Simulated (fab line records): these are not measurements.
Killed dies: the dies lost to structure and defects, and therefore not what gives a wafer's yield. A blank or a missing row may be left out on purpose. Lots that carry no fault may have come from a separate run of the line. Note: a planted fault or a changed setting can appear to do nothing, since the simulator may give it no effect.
Which tool was responsible? -- flow sky130 -- 36 wafers from 12 lots sampled at 5 of the route's 708 steps

== WHAT EACH GAUGE READ, for each wafer ==
SKY_VT_ADJUST_LVTN_OVL_MEAS_07.
lot,measured,on,VT_ADJUST_LVTN_OVL (nm)
L493,day 7 00:43,overlay-01,0.3 0.2 0.3
L495,day 7 09:27,overlay-02,-0.9 0.3 -0.5
L496,day 7 12:28,overlay-02,-1.6 -0.3 0.1
L497,day 7 20:57,overlay-01,-1.4 -1.4 -2.5
L498,day 8 04:20,overlay-01,1.3 1.6 1.4
L499,day 8 14:20,overlay-02,-0.1 2.3 2.2
L501,day 8 22:19,overlay-01,1.4 0.0 2.8
L503,day 9 18:05,overlay-02,1.8 -0.4 1.5
L504,day 9 18:52,overlay-02,-0.2 1.7 0.0
L505,day 10 01:42,overlay-02,-1.4 -2.5 -0.5
L512,day 12 06:34,overlay-01,0.0 -0.2 -1.9
L516,day 13 03:43,overlay-01,1.2 -0.9 0.1

SKY_VT_ADJUST_LVTN_TW_MEAS_10.
lot,measured,on,VT_ADJUST_LVTN_TW
L493,day 7 00:59,filmMetro-02,244.0 244.5 244.9
L495,day 7 09:44,filmMetro-01,240.0 239.5 239.3
L496,day 7 12:50,filmMetro-02,242.4 244.1 243.7
L497,day 7 21:14,filmMetro-01,238.5 239.7 239.1
L498,day 8 04:37,filmMetro-03,238.8 240.2 238.4
L499,day 8 14:37,filmMetro-03,239.8 239.8 239.7
L501,day 8 22:37,filmMetro-01,239.6 239.5 239.7
L503,day 9 18:22,filmMetro-01,241.0 240.7 241.5
L504,day 9 19:09,filmMetro-01,241.0 241.6 241.1
L505,day 10 01:59,filmMetro-01,240.7 240.6 241.5
L512,day 12 06:51,filmMetro-02,244.3 243.3 243.9
L516,day 13 03:59,filmMetro-02,243.2 242.3 243.5

SKY_VT_ADJUST_HVTR_TW_MEAS_11.
lot,measured,on,VT_ADJUST_HVTR_TW
L493,day 9 16:10,filmMetro-04,209.0 209.0 209.9
L495,day 10 02:17,filmMetro-04,207.3 207.6 208.0
L496,day 10 06:23,filmMetro-03,210.2 209.6 209.9
L497,day 10 14:43,filmMetro-03,209.6 210.6 209.9
L498,day 10 23:14,filmMetro-01,210.9 212.1 210.1
L499,day 11 08:50,filmMetro-03,209.9 210.2 211.8
L501,day 11 19:17,filmMetro-04,208.4 206.3 207.7
L503,day 12 16:49,filmMetro-01,235.3 235.7 236.1
L504,day 12 18:40,filmMetro-03,209.1 209.4 210.8
L505,day 13 01:56,filmMetro-04,234.4 234.0 234.0
L512,day 15 13:58,filmMetro-04,208.4 209.0 209.0
L516,day 16 14:13,filmMetro-03,212.7 212.4 213.1

== EACH LOT AND THE TOOL THAT RAN IT (in order: tool; ch and the chambers of the sampled wafers; start) ==
lot,SKY_VT_ADJUST_LVTN_STRIP_20,SKY_VT_ADJUST_HVTR_IMPLANT_09
L493,"plasmaAsher-01 ch 0,1, day 7 20:58","implanter-02 ch 0, day 9 15:55"
L495,"plasmaAsher-04 ch 0,1, day 8 06:01","implanter-02 ch 0, day 10 02:02"
L496,"plasmaAsher-01 ch 0,1, day 8 09:08","implanter-02 ch 0, day 10 06:08"
L497,"plasmaAsher-02 ch 0,1, day 8 18:22","implanter-04 ch 0, day 10 14:28"
L498,"plasmaAsher-01 ch 0,1, day 9 01:47","implanter-01 ch 0, day 10 22:59"
L499,"plasmaAsher-01 ch 0,1, day 9 12:22","implanter-02 ch 0, day 11 08:35"
L501,"plasmaAsher-01 ch 0,1, day 9 20:42","implanter-01 ch 0, day 11 19:04"
L503,"plasmaAsher-01 ch 0,1, day 10 16:56","implanter-01 ch 0, day 12 16:35"
L504,"plasmaAsher-04 ch 0,1, day 10 18:02","implanter-04 ch 0, day 12 18:26"
L505,"plasmaAsher-02 ch 0,1, day 11 00:26","implanter-01 ch 0, day 13 01:41"
L512,"plasmaAsher-02 ch 0,1, day 13 08:17","implanter-02 ch 0, day 15 13:44"
L516,"plasmaAsher-02 ch 0,1, day 14 06:16","implanter-01 ch 0, day 16 13:58"
- SKY_VT_ADJUST_LVTN_STRIP_20: strips in O2/N2.
- SKY_VT_ADJUST_HVTR_IMPLANT_09

== WHAT THE TOOLS THEMSELVES READ (means of the sampled wafers that have a number; where no wafer has one, the mark that the record gives instead) ==
SKY_VT_ADJUST_LVTN_STRIP_20.
lot,tool,drypumpMotorCurrentA (A),oesProductAu (a.u.),stripTimeToEndpointS (s)
L493,plasmaAsher-01,5.8,0.715,14.13
L495,plasmaAsher-04,5.8,0.717,14.15
L496,plasmaAsher-01,5.8,0.716,14.16
L497,plasmaAsher-02,5.3,0.717,14.19
L498,plasmaAsher-01,6.0,0.718,14.22
L499,plasmaAsher-01,6.0,0.713,14.17
L501,plasmaAsher-01,6.0,0.719,14.14
L503,plasmaAsher-01,6.0,0.719,14.20
L504,plasmaAsher-04,5.9,0.718,14.25
L505,plasmaAsher-02,5.3,0.717,14.24
L512,plasmaAsher-02,5.7,0.713,14.17
L516,plasmaAsher-02,5.4,0.716,14.24

SKY_VT_ADJUST_HVTR_IMPLANT_09.
lot,tool,doseIonsCm2,faradayCurrentUA
L493,implanter-02,2.1004e+12,11.83
L495,implanter-02,2.1004e+12,11.54
L496,implanter-02,2.1012e+12,11.98
L497,implanter-04,2.1005e+12,11.72
L498,implanter-01,2.0991e+12,11.96
L499,implanter-02,2.1007e+12,11.72
L501,implanter-01,2.0999e+12,11.73
L503,implanter-01,3.1327e+12,17.86
L504,implanter-04,2.1031e+12,11.95
L505,implanter-01,3.1303e+12,17.50
L512,implanter-02,2.0998e+12,11.66
L516,implanter-01,2.1013e+12,11.84

== THE ANSWER, worked out from the rows above alone ==
Rule: the usual values come from the lots themselves. Put in order of their means at a reading, lots are off if they are a third of the lots or fewer, leave a main group of 4 or more, and stand apart from it by a gap of 3 or more times the standard deviation of the main group's means; of several such gaps the widest counts. A main group whose means are all the same, to the digits that the tables above print for the reading, isn't used. A lot without any number at a reading at which 4 lots or more have one is off too. All remaining lots with rows at the step are treated as sound. The gauges are gone through in route order, then the tools' own readings, and for those a lot's mean is taken as printed above. At the first step where some lot is off, the reading lying furthest off is the one used; lots without a number count as furthest.
Off: L503, L505, seen at SKY_VT_ADJUST_HVTR_TW_MEAS_11 (VT_ADJUST_HVTR_TW). The main group: mean 209.7, standard deviation 1.5.
A tool fits if, at a process step before that reading, it ran every lot that is off, and no sound lot after the first of them. Not tried: the gauges at SKY_VT_ADJUST_HVTR_TW_MEAS_11; whatever is off there is also off at SKY_VT_ADJUST_HVTR_IMPLANT_09, on other tools, and gauge error can't account for it. No candidate that was tried fits.

== WHAT WAS PUT IN BY THE SIMULATOR ==
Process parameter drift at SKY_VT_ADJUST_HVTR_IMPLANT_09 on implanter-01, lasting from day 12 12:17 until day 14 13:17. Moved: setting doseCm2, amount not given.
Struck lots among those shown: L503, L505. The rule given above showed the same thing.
